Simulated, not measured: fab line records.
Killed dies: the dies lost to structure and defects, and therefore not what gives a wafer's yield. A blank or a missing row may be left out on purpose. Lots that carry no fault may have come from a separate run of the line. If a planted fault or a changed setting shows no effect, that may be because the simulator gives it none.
fab line records	flow sky130
record lots=24	wafers=72	last_day=50
route steps=708 shown LDD_LDN@296 RES_XHIGH@360 LI_CONTACT@377 LOCAL_INTERCONNECT@387 CONTACT@423
lots that met no fault: taken from a fault-free run of the same line
start_h: start of the lot's first displayed wafer, in hours after the record's first day	wait_h: hours since the lot's step before	" same as the row above	L1.1+2: several wafers, shown together as one row	- no value, or no start given	* or withheld: withheld	< > ~ a bound
route shown NAME@n: a module of which the file shows steps, and the number in the route of the first	usual: mean/standard deviation taken from wafers without a fault	same: alike in all rows	chamber/n: place in a boat	sites: per-site readings	_std_site: standard deviation across them	_edge_site: outer sites' mean less inner sites'	radius_mm: for every site, how far away it sits from the centre of the wafer	mask NAME#n: copy n	behind: the last tool/chamber to shape the wafer	hold: what put the lot on hold/how long, in hours/how the hold closed	device: whichever transistor did not switch (one of n, p or np)	end of line: tests run on the same wafers once the route is complete	a step without rows: its recipe alone	killed: count of dies lost to structure and defects at first sort (not the wafer's yield)	map: dies across one wafer; x = killed, . = not, _ = none there
set.NAME: the setting as run; set.NAME@STEP: as run at that earlier step	model.NAME: the simulator's own value behind a step, which no gauge read
steps of the route over a sample of lots; a table a step, a row a wafer
services: when a tool's chamber went out of use (start_h, in hours from the record's first day, below 0 if earlier), for how many hours, and the reason
## steps
# step SKY_LDD_LDN_OVL_MEAS_07
# usual LDD_LDN_OVL=0.2/1.4
lot.wafer	tool	chamber	start_h	wait_h	LDD_LDN_OVL[nm]
L075.3	overlay-02	-	570.71	0.1	3.2
L075.5	"	-	"	"	-1.0
L075.6	"	-	"	"	1.1
L078.1	overlay-02	-	571.30	0.1	-0.7
L078.3	"	-	"	"	-0.2
L078.4	"	-	"	"	-1.6
L076.1	overlay-02	-	575.60	0.1	0.3
L076.4	"	-	"	"	1.5
L076.5	"	-	"	"	1.6
L074.1	overlay-01	-	576.94	0.1	0.3
L074.3	"	-	"	"	1.9
L074.5	"	-	"	"	1.4
L077.1	overlay-01	-	582.65	0.1	-4.0
L077.2	"	-	"	"	-1.8
L077.4	"	-	"	"	-0.8
L080.3	overlay-02	-	590.30	0.1	0.0
L080.5	"	-	"	"	0.3
L080.6	"	-	"	"	1.5
L079.4	overlay-02	-	591.41	0.1	0.4
L079.5	"	-	"	"	0.4
L079.6	"	-	"	"	1.4
L081.4	overlay-02	-	595.56	0.1	2.4
L081.5	"	-	"	"	1.0
L081.6	"	-	"	"	2.9
L082.3	overlay-01	-	607.35	0.1	0.2
L082.4	"	-	"	"	1.8
L082.5	"	-	"	"	1.7
L083.3	overlay-01	-	618.41	0.1	-2.9
L083.5	"	-	"	"	-0.3
L083.6	"	-	"	"	0.3
L084.1	overlay-01	-	625.59	0.1	1.0
L084.2	"	-	"	"	-0.6
L084.4	"	-	"	"	1.9
L085.1	overlay-01	-	630.14	0.1	0.5
L085.3	"	-	"	"	-1.1
L085.5	"	-	"	"	1.8
L086.1	overlay-01	-	637.49	0.1	-0.9
L086.3	"	-	"	"	-1.1
L086.5	"	-	"	"	-1.1
L087.3	overlay-02	-	644.75	0.1	1.3
L087.4	"	-	"	"	1.5
L087.6	"	-	"	"	2.1
L088.2	overlay-02	-	650.85	0.1	0.2
L088.3	"	-	"	"	1.8
L088.6	"	-	"	"	2.0
L089.1	overlay-02	-	660.44	0.1	0.3
L089.2	"	-	"	"	1.5
L089.3	"	-	"	"	1.4
L090.1	overlay-01	-	670.45	0.1	-2.7
L090.2	"	-	"	"	-2.1
L090.6	"	-	"	"	-0.8
L091.1	overlay-01	-	678.44	0.1	0.3
L091.3	"	-	"	"	-0.3
L091.4	"	-	"	"	0.0
L092.1	overlay-02	-	685.99	0.1	-0.4
L092.4	"	-	"	"	-0.5
L092.6	"	-	"	"	1.1
L093.1	overlay-01	-	693.29	0.1	-2.6
L093.2	"	-	"	"	1.0
L093.4	"	-	"	"	0.3
L094.2	overlay-01	-	706.65	0.1	-0.4
L094.3	"	-	"	"	1.1
L094.4	"	-	"	"	0.5
L095.4	overlay-02	-	709.91	0.1	0.2
L095.5	"	-	"	"	0.3
L095.6	"	-	"	"	0.2
L096.1	overlay-01	-	714.54	0.1	-1.0
L096.3	"	-	"	"	-0.5
L096.4	"	-	"	"	-0.7
L097.2	overlay-02	-	720.25	0.1	1.8
L097.3	"	-	"	"	2.7
L097.6	"	-	"	"	2.6
# step SKY_SD_N_RS_MEAS_18
# recipe thk_meas_gauge=four-point-probe
# usual RES_XHIGH_RS=340.7/1.1
lot.wafer	tool	chamber	start_h	wait_h	RES_XHIGH_RS[ohm/sq]
L075.3	film_metro-02	-	688.91	0.1	340.7
L075.5	"	-	"	"	341.6
L075.6	"	-	"	"	340.6
L078.1	film_metro-01	-	689.82	0.1	341.9
L078.3	"	-	"	"	343.0
L078.4	"	-	"	"	341.2
L076.1	film_metro-02	-	694.67	0.1	342.2
L076.4	"	-	"	"	343.0
L076.5	"	-	"	"	340.7
L074.1	film_metro-04	-	695.08	0.1	341.0
L074.3	"	-	"	"	341.6
L074.5	"	-	"	"	339.4
L077.1	film_metro-01	-	699.72	0.1	340.5
L077.2	"	-	"	"	340.0
L077.4	"	-	"	"	339.3
L080.3	film_metro-02	-	708.37	0.1	340.3
L080.5	"	-	"	"	340.7
L080.6	"	-	"	"	339.7
L079.4	film_metro-01	-	708.83	0.1	340.4
L079.5	"	-	"	"	340.6
L079.6	"	-	"	"	340.8
L081.4	film_metro-04	-	712.84	0.1	341.7
L081.5	"	-	"	"	340.7
L081.6	"	-	"	"	340.6
L082.3	film_metro-01	-	723.32	0.1	340.4
L082.4	"	-	"	"	340.5
L082.5	"	-	"	"	339.7
L083.3	film_metro-04	-	735.07	0.1	339.0
L083.5	"	-	"	"	337.8
L083.6	"	-	"	"	340.0
L084.1	film_metro-04	-	742.43	0.1	342.3
L084.2	"	-	"	"	341.7
L084.4	"	-	"	"	341.6
L085.1	film_metro-01	-	743.63	0.1	341.8
L085.3	"	-	"	"	341.5
L085.5	"	-	"	"	340.9
L086.1	film_metro-02	-	753.97	0.1	341.5
L086.3	"	-	"	"	341.2
L086.5	"	-	"	"	341.7
L087.3	film_metro-01	-	760.22	0.1	341.4
L087.4	"	-	"	"	341.0
L087.6	"	-	"	"	340.9
L088.2	film_metro-04	-	764.54	0.1	339.9
L088.3	"	-	"	"	339.3
L088.6	"	-	"	"	339.8
L089.1	film_metro-04	-	774.72	0.1	339.8
L089.2	"	-	"	"	337.9
L089.3	"	-	"	"	339.3
L090.1	film_metro-02	-	784.92	0.1	339.5
L090.2	"	-	"	"	340.7
L090.6	"	-	"	"	339.3
L091.1	film_metro-01	-	789.02	0.1	338.8
L091.3	"	-	"	"	338.2
L091.4	"	-	"	"	339.0
L092.1	film_metro-01	-	797.33	0.1	340.7
L092.4	"	-	"	"	340.6
L092.6	"	-	"	"	341.2
L093.1	film_metro-02	-	804.47	0.1	342.3
L093.2	"	-	"	"	342.4
L093.4	"	-	"	"	341.9
L094.2	film_metro-02	-	817.04	0.1	340.0
L094.3	"	-	"	"	340.1
L094.4	"	-	"	"	341.6
L095.4	film_metro-01	-	822.73	0.1	341.4
L095.5	"	-	"	"	340.6
L095.6	"	-	"	"	340.2
L096.1	film_metro-04	-	824.37	0.1	341.3
L096.3	"	-	"	"	342.2
L096.4	"	-	"	"	342.5
L097.2	film_metro-02	-	832.91	0.1	340.3
L097.3	"	-	"	"	342.6
L097.6	"	-	"	"	341.5
# step SKY_LI_CONTACT_ETCH_15
# recipe target=PSG	chemistry=C4F8/O2/Ar	stop_on=Si	taper_deg=4.15	mask_material=KrF-thick	source_w=1500	bias_w=1200	pressure_mtorr=40	c4f8_flow_sccm=withheld	O2_flow_sccm=6	Ar_flow_sccm=300	time_s=withheld	target_depth_a=6000
# usual oes_product_au=0.846/0.0045	rf_fwd_power_W=1492/5
lot.wafer	tool	chamber	start_h	wait_h	oes_product_au	rf_fwd_power_W
L075.3	rie_diel-03	3	718.29	0.0	0.843	1493
L075.5	"	0	"	"	0.851	1490
L075.6	"	1	"	"	0.848	1489
L078.1	rie_diel-02	3	719.36	0.0	0.845	1485
L078.3	"	1	"	"	0.840	1493
L078.4	"	2	"	"	0.843	1488
L076.1	rie_diel-03	3	724.09	0.0	0.843	1498
L076.4	"	0	"	"	0.858	1492
L076.5	"	3	"	"	0.843	1496
L074.1	rie_diel-04	3	724.70	0.0	0.845	1488
L074.3	"	1	"	"	0.842	1486
L074.5	"	2	"	"	0.848	1495
L077.1	rie_diel-02	2	728.50	0.0	0.850	1494
L077.2	"	3	"	"	0.853	1484
L077.4	"	0	"	"	0.846	1494
L080.3	rie_diel-03	3	736.85	0.0	0.847	1495
L080.5	"	3	"	"	0.846	1489
L080.6	"	0	"	"	0.839	1497
L079.4	rie_diel-04	1	737.33	0.0	0.846	1499
L079.5	"	2	"	"	0.840	1491
L079.6	"	0	"	"	0.849	1487
L081.4	rie_diel-03	0	741.54	0.0	0.846	1497
L081.5	"	0	"	"	0.853	1497
L081.6	"	1	"	"	0.850	1492
L082.3	rie_diel-03	1	750.59	0.0	0.849	1482
L082.4	"	0	"	"	0.846	1493
L082.5	"	2	"	"	0.848	1497
L083.3	rie_diel-03	2	762.20	0.0	0.856	1502
L083.5	"	3	"	"	0.844	1501
L083.6	"	2	"	"	0.853	1487
L084.1	rie_diel-03	1	769.82	0.0	0.849	1485
L084.2	"	3	"	"	0.847	1488
L084.4	"	0	"	"	0.846	1491
L085.1	rie_diel-02	3	771.25	0.0	0.846	1484
L085.3	"	2	"	"	0.850	1494
L085.5	"	0	"	"	0.844	1494
L086.1	rie_diel-02	1	781.86	0.0	0.853	1483
L086.3	"	0	"	"	0.844	1490
L086.5	"	1	"	"	0.846	1485
L087.3	rie_diel-03	0	786.64	0.0	0.849	1493
L087.4	"	1	"	"	0.848	1496
L087.6	"	2	"	"	0.850	1493
L088.2	rie_diel-02	0	791.79	0.0	0.839	1500
L088.3	"	2	"	"	0.853	1494
L088.6	"	0	"	"	0.852	1507
L089.1	rie_diel-02	0	802.08	0.0	0.849	1492
L089.2	"	1	"	"	0.839	1482
L089.3	"	2	"	"	0.846	1495
L090.1	rie_diel-03	0	811.94	0.0	0.845	1488
L090.2	"	3	"	"	0.844	1494
L090.6	"	3	"	"	0.841	1495
L091.1	rie_diel-03	0	816.60	0.0	0.834	1494
L091.3	"	3	"	"	0.849	1487
L091.4	"	2	"	"	0.840	1489
L092.1	rie_diel-03	3	825.05	0.0	0.844	1491
L092.4	"	1	"	"	0.848	1487
L092.6	"	2	"	"	0.843	1497
L093.1	rie_diel-03	1	831.89	0.0	0.836	1489
L093.2	"	3	"	"	0.841	1498
L093.4	"	2	"	"	0.842	1492
L094.2	rie_diel-04	2	843.90	0.0	0.841	1490
L094.3	"	0	"	"	0.841	1490
L094.4	"	3	"	"	0.846	1486
L095.4	rie_diel-04	2	849.34	0.0	0.843	1491
L095.5	"	0	"	"	0.843	1498
L095.6	"	3	"	"	0.851	1490
L096.1	rie_diel-04	0	851.10	0.0	0.843	1493
L096.3	"	2	"	"	0.847	1494
L096.4	"	1	"	"	0.842	1488
L097.2	rie_diel-02	1	860.19	0.0	0.846	1486
L097.3	"	3	"	"	0.843	1488
L097.6	"	2	"	"	0.843	1489
# step SKY_LI_CONTACT_RS_MEAS_22
# recipe thk_meas_gauge=four-point-probe	reads=W_of_LI_CONTACT_CVD_21+TiN_of_LI_CONTACT_SPUTTER_20+Ti_of_LI_CONTACT_SPUTTER_19
# usual LI_CONTACT_W_RS=0.287/0.0049
lot.wafer	tool	chamber	start_h	wait_h	LI_CONTACT_W_RS[ohm/sq]
L075.3	film_metro-01	-	718.99	0.1	0.286
L075.5	"	-	"	"	0.282
L075.6	"	-	"	"	0.289
L078.1	film_metro-04	-	720.00	0.1	0.288
L078.3	"	-	"	"	0.293
L078.4	"	-	"	"	0.290
L076.1	film_metro-04	-	724.75	0.1	0.277
L076.4	"	-	"	"	0.279
L076.5	"	-	"	"	0.279
L074.1	film_metro-01	-	725.36	0.1	0.275
L074.3	"	-	"	"	0.284
L074.5	"	-	"	"	0.282
L077.1	film_metro-04	-	729.18	0.1	0.286
L077.2	"	-	"	"	0.282
L077.4	"	-	"	"	0.280
L080.3	film_metro-01	-	737.58	0.1	0.291
L080.5	"	-	"	"	0.290
L080.6	"	-	"	"	0.292
L079.4	film_metro-02	-	737.99	0.1	0.291
L079.5	"	-	"	"	0.285
L079.6	"	-	"	"	0.289
L081.4	film_metro-01	-	742.26	0.1	0.290
L081.5	"	-	"	"	0.289
L081.6	"	-	"	"	0.286
L082.3	film_metro-01	-	751.31	0.1	0.292
L082.4	"	-	"	"	0.292
L082.5	"	-	"	"	0.285
L083.3	film_metro-01	-	762.90	0.1	0.288
L083.5	"	-	"	"	0.290
L083.6	"	-	"	"	0.290
L084.1	film_metro-04	-	770.48	0.1	0.283
L084.2	"	-	"	"	0.287
L084.4	"	-	"	"	0.284
L085.1	film_metro-04	-	772.07	0.1	0.289
L085.3	"	-	"	"	0.285
L085.5	"	-	"	"	0.287
L086.1	film_metro-02	-	782.51	0.1	0.291
L086.3	"	-	"	"	0.291
L086.5	"	-	"	"	0.292
L087.3	film_metro-01	-	787.32	0.1	0.287
L087.4	"	-	"	"	0.289
L087.6	"	-	"	"	0.288
L088.2	film_metro-01	-	792.45	0.1	0.292
L088.3	"	-	"	"	0.293
L088.6	"	-	"	"	0.292
L089.1	film_metro-02	-	802.72	0.1	0.282
L089.2	"	-	"	"	0.283
L089.3	"	-	"	"	0.278
L090.1	film_metro-04	-	812.62	0.1	0.299
L090.2	"	-	"	"	0.288
L090.6	"	-	"	"	0.290
L091.1	film_metro-01	-	817.27	0.1	0.292
L091.3	"	-	"	"	0.290
L091.4	"	-	"	"	0.292
L092.1	film_metro-04	-	825.71	0.1	0.292
L092.4	"	-	"	"	0.290
L092.6	"	-	"	"	0.294
L093.1	film_metro-01	-	832.65	0.2	0.286
L093.2	"	-	"	"	0.289
L093.4	"	-	"	"	0.288
L094.2	film_metro-02	-	844.56	0.1	0.278
L094.3	"	-	"	"	0.280
L094.4	"	-	"	"	0.285
L095.4	film_metro-04	-	850.07	0.1	0.277
L095.5	"	-	"	"	0.281
L095.6	"	-	"	"	0.277
L096.1	film_metro-01	-	851.75	0.1	0.284
L096.3	"	-	"	"	0.284
L096.4	"	-	"	"	0.285
L097.2	film_metro-02	-	860.87	0.1	0.278
L097.3	"	-	"	"	0.286
L097.6	"	-	"	"	0.282
# step SKY_LOCAL_INTERCONNECT_SPUTTER_00
# recipe material=TiN	target_thk_nm=100	temp_c=300	power_w=6500	time_s=83.3	chamber_pressure_pa=0.4
# usual throttle_valve_pct=30.2/1.3
lot.wafer	tool	chamber	start_h	wait_h	throttle_valve_pct
L075.3	pvd_sputter-01	-	719.43	0.1	29.8
L075.5	"	-	"	"	31.9
L075.6	"	-	"	"	31.0
L078.1	pvd_sputter-04	-	720.48	0.1	31.6
L078.3	"	-	"	"	28.7
L078.4	"	-	"	"	30.8
L076.1	pvd_sputter-01	-	725.23	0.1	30.8
L076.4	"	-	"	"	30.8
L076.5	"	-	"	"	29.7
L074.1	pvd_sputter-04	-	725.84	0.2	31.7
L074.3	"	-	"	"	30.8
L074.5	"	-	"	"	28.3
L077.1	pvd_sputter-04	-	729.66	0.2	28.8
L077.2	"	-	"	"	28.7
L077.4	"	-	"	"	31.0
L080.3	pvd_sputter-01	-	738.02	0.2	32.0
L080.5	"	-	"	"	32.2
L080.6	"	-	"	"	30.8
L079.4	pvd_sputter-03	-	738.62	0.2	31.9
L079.5	"	-	"	"	28.3
L079.6	"	-	"	"	32.0
L081.4	pvd_sputter-03	-	742.68	0.1	31.8
L081.5	"	-	"	"	30.2
L081.6	"	-	"	"	28.4
L082.3	pvd_sputter-04	-	751.75	0.1	31.9
L082.4	"	-	"	"	28.7
L082.5	"	-	"	"	31.6
L083.3	pvd_sputter-04	-	763.34	0.2	30.8
L083.5	"	-	"	"	28.4
L083.6	"	-	"	"	28.5
L084.1	pvd_sputter-01	-	771.23	0.1	30.8
L084.2	"	-	"	"	32.1
L084.4	"	-	"	"	30.3
L085.1	pvd_sputter-03	-	772.55	0.2	28.6
L085.3	"	-	"	"	29.7
L085.5	"	-	"	"	31.7
L086.1	pvd_sputter-04	-	782.99	0.1	31.9
L086.3	"	-	"	"	30.6
L086.5	"	-	"	"	28.5
L087.3	pvd_sputter-01	-	787.76	0.1	30.8
L087.4	"	-	"	"	29.5
L087.6	"	-	"	"	31.7
L088.2	pvd_sputter-04	-	792.91	0.1	28.6
L088.3	"	-	"	"	28.5
L088.6	"	-	"	"	31.8
L089.1	pvd_sputter-04	-	803.20	0.2	31.1
L089.2	"	-	"	"	31.6
L089.3	"	-	"	"	28.5
L090.1	pvd_sputter-01	-	813.10	0.1	31.8
L090.2	"	-	"	"	30.6
L090.6	"	-	"	"	29.6
L091.1	pvd_sputter-04	-	817.75	0.2	28.7
L091.3	"	-	"	"	31.3
L091.4	"	-	"	"	31.0
L092.1	pvd_sputter-03	-	826.19	0.2	29.8
L092.4	"	-	"	"	28.2
L092.6	"	-	"	"	28.3
L093.1	pvd_sputter-03	-	833.13	0.1	29.2
L093.2	"	-	"	"	28.4
L093.4	"	-	"	"	30.1
L094.2	pvd_sputter-04	-	845.02	0.2	28.6
L094.3	"	-	"	"	28.8
L094.4	"	-	"	"	31.8
L095.4	pvd_sputter-04	-	850.49	0.1	31.8
L095.5	"	-	"	"	31.9
L095.6	"	-	"	"	28.9
L096.1	pvd_sputter-04	-	852.23	0.2	31.6
L096.3	"	-	"	"	28.7
L096.4	"	-	"	"	30.7
L097.2	pvd_sputter-01	-	861.33	0.2	31.0
L097.3	"	-	"	"	31.8
L097.6	"	-	"	"	31.1
# step SKY_CONTACT_ETCH_17
# recipe target=SiO2	chemistry=C4F8/O2/Ar	stop_on=Si3N4	mask_material=KrF-thick	source_w=1500	bias_w=1200	pressure_mtorr=40	c4f8_flow_sccm=withheld	O2_flow_sccm=6	Ar_flow_sccm=300	time_s=withheld	target_depth_a=3400
# usual oes_product_au=0.892/0.005	rf_fwd_power_W=1487/4.8
lot.wafer	tool	chamber	start_h	wait_h	oes_product_au	rf_fwd_power_W
L075.3	rie_diel-04	3	774.75	0.0	0.889	1481
L075.5	"	2	"	"	0.886	1483
L075.6	"	1	"	"	0.892	1485
L078.1	rie_diel-04	3	775.90	0.0	0.891	1490
L078.3	"	0	"	"	0.898	1482
L078.4	"	1	"	"	0.884	1484
L076.1	rie_diel-01	1	781.98	0.0	0.887	1483
L076.4	"	0	"	"	0.904	1492
L076.5	"	1	"	"	0.890	1490
L074.1	rie_diel-03	0	782.10	0.0	0.897	1488
L074.3	"	3	"	"	0.889	1478
L074.5	"	0	"	"	0.886	1491
L077.1	rie_diel-03	0	784.60	0.0	0.888	1487
L077.2	"	1	"	"	0.900	1487
L077.4	"	3	"	"	0.897	1485
L080.3	rie_diel-03	2	792.79	0.0	0.886	1486
L080.5	"	3	"	"	0.887	1482
L080.6	"	0	"	"	0.890	1493
L079.4	rie_diel-01	2	793.80	0.0	0.891	1495
L079.5	"	1	"	"	0.896	1485
L079.6	"	2	"	"	0.901	1489
L081.4	rie_diel-01	1	797.74	0.0	0.899	1491
L081.5	"	0	"	"	0.894	1497
L081.6	"	1	"	"	0.892	1486
L082.3	rie_diel-01	3	808.54	0.0	0.891	1493
L082.4	"	1	"	"	0.898	1483
L082.5	"	1	"	"	0.892	1481
L083.3	rie_diel-01	0	818.16	0.0	0.889	1488
L083.5	"	3	"	"	0.886	1490
L083.6	"	2	"	"	0.889	1485
L084.1	rie_diel-01	3	825.80	0.0	0.894	1488
L084.2	"	1	"	"	0.897	1485
L084.4	"	0	"	"	0.896	1481
L085.1	rie_diel-03	2	826.89	0.0	0.895	1485
L085.3	"	1	"	"	0.895	1479
L085.5	"	2	"	"	0.907	1495
L086.1	rie_diel-01	3	838.01	0.0	0.890	1493
L086.3	"	0	"	"	0.891	1496
L086.5	"	2	"	"	0.884	1483
L087.3	rie_diel-01	1	843.15	0.0	0.885	1479
L087.4	"	0	"	"	0.885	1487
L087.6	"	0	"	"	0.901	1482
L088.2	rie_diel-01	1	848.19	0.0	0.892	1482
L088.3	"	2	"	"	0.887	1484
L088.6	"	0	"	"	0.896	1493
L089.1	rie_diel-01	1	856.70	0.0	0.895	1485
L089.2	"	0	"	"	0.894	1498
L089.3	"	3	"	"	0.888	1484
L090.1	rie_diel-01	3	867.20	0.0	0.901	1489
L090.2	"	0	"	"	0.892	1491
L090.6	"	0	"	"	0.885	1494
L091.1	rie_diel-03	1	872.13	0.0	0.897	1482
L091.3	"	0	"	"	0.888	1482
L091.4	"	3	"	"	0.884	1485
L092.1	rie_diel-01	1	878.88	0.0	0.892	1488
L092.4	"	0	"	"	0.898	1485
L092.6	"	1	"	"	0.884	1486
L093.1	rie_diel-04	3	886.04	0.0	0.897	1483
L093.2	"	0	"	"	0.891	1484
L093.4	"	3	"	"	0.898	1478
L094.2	rie_diel-01	3	898.99	0.0	0.889	1494
L094.3	"	2	"	"	0.897	1490
L094.4	"	1	"	"	0.894	1474
L095.4	rie_diel-03	3	903.55	0.0	0.894	1486
L095.5	"	0	"	"	0.892	1486
L095.6	"	3	"	"	0.897	1482
L096.1	rie_diel-03	1	905.34	0.0	0.888	1485
L096.3	"	0	"	"	0.892	1484
L096.4	"	3	"	"	0.889	1479
L097.2	rie_diel-01	1	914.29	0.0	0.893	1490
L097.3	"	3	"	"	0.894	1489
L097.6	"	0	"	"	0.885	1496
## services
tool	chamber	start_h	hours	kind
rie_diel-02	1	721.88	9.8	repair
rie_diel-04	0	723.58	2.6	repair
rie_diel-02	0	730.14	5.7	repair
rie_diel-03	-	745.81	2.8	pm
rie_diel-02	0	755.21	2.1	repair
rie_diel-04	-	781.42	28.1	pm
pvd_sputter-03	-	792.72	2.6	repair
pvd_sputter-04	-	794.81	6.3	repair
pvd_sputter-04	-	799.01	3.4	repair
rie_diel-02	-	804.44	15.2	repair
rie_diel-04	-	814.97	0.7	repair
rie_diel-01	-	822.17	1.6	repair
rie_diel-01	-	823.73	0.3	repair
rie_diel-01	0	829.36	2.4	repair
rie_diel-04	-	829.96	0.9	repair
rie_diel-04	3	834.88	4.1	repair
pvd_sputter-01	-	849.05	0.9	repair
rie_diel-02	1	849.71	6.3	repair
rie_diel-03	1	856.05	11.5	repair
pvd_sputter-04	-	862.47	0.6	repair
rie_diel-01	2	862.50	14.0	repair
rie_diel-04	1	881.91	5.6	repair
rie_diel-03	-	895.47	0.6	repair
rie_diel-01	3	903.31	7.0	repair
## key
fault none
